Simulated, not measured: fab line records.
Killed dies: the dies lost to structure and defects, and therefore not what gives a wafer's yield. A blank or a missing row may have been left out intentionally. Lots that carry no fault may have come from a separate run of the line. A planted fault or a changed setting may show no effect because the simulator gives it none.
Chamber matching    flow sky130    rieDiel-03 running SKY_LI_CONTACT_ETCH_15: 4 sister chambers
The step etches PSG in C4F8/O2/Ar, stops on Si, target depth 600 nm. 4 wafers are shown with their chamber, then 12 later ones without.

WAFERS WITH THEIR CHAMBER
wafer   chamber  oesProductAu (a.u.)
L087.5  3        0.831
L091.1  0        0.835
L091.2  2        0.843
L091.3  1        0.835

WAFERS WHOSE CHAMBER IS MISSING
wafer   oesProductAu (a.u.)
L091.4  0.837
L091.5  0.832
L091.6  0.844
L092.1  0.833
L092.2  0.835
L092.3  0.830
L092.4  0.829
L092.5  0.843
L092.6  0.849
L095.1  0.836
L095.4  0.833
L095.6  0.838

CHAMBER TAKEN BY EACH
wafer    from the rows above                 in truth
L091.4   can't be placed: 0 or 1 or 2 or 3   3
L091.5   can't be placed: 3 or 0 or 1        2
L091.6   2                                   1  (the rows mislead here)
L092.1   can't be placed: 0 or 1 or 3        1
L092.2   can't be placed: 0 or 1 or 3        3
L092.3   can't be placed: 3 or 0 or 1        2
L092.4   can't be placed: 3 or 0 or 1        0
L092.5   2                                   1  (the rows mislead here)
L092.6   2                                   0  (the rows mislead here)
L095.1   can't be placed: 0 or 1 or 3        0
L095.4   can't be placed: 0 or 1 or 3        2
L095.6   can't be placed: 0 or 1 or 2 or 3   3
Placed correctly: 0 of 12. From these rows, 9 cannot be placed; in 6 the true chamber is one of the candidates. Wrongly placed: 3.
How it was worked out, from the rows above alone: a wafer's distance from a chamber is the root of the sum, over the readings, of the square of ((its reading less the chamber's mean) divided by the reading's scatter). The wafer belongs to the nearest chamber; if the next one is less than 2 further off, it can't be placed. Each chamber's mean is taken over the wafers shown for it. The scatter: with one shown wafer a chamber, the root of the mean of the squares of how far each hidden wafer lies from its nearest shown one.
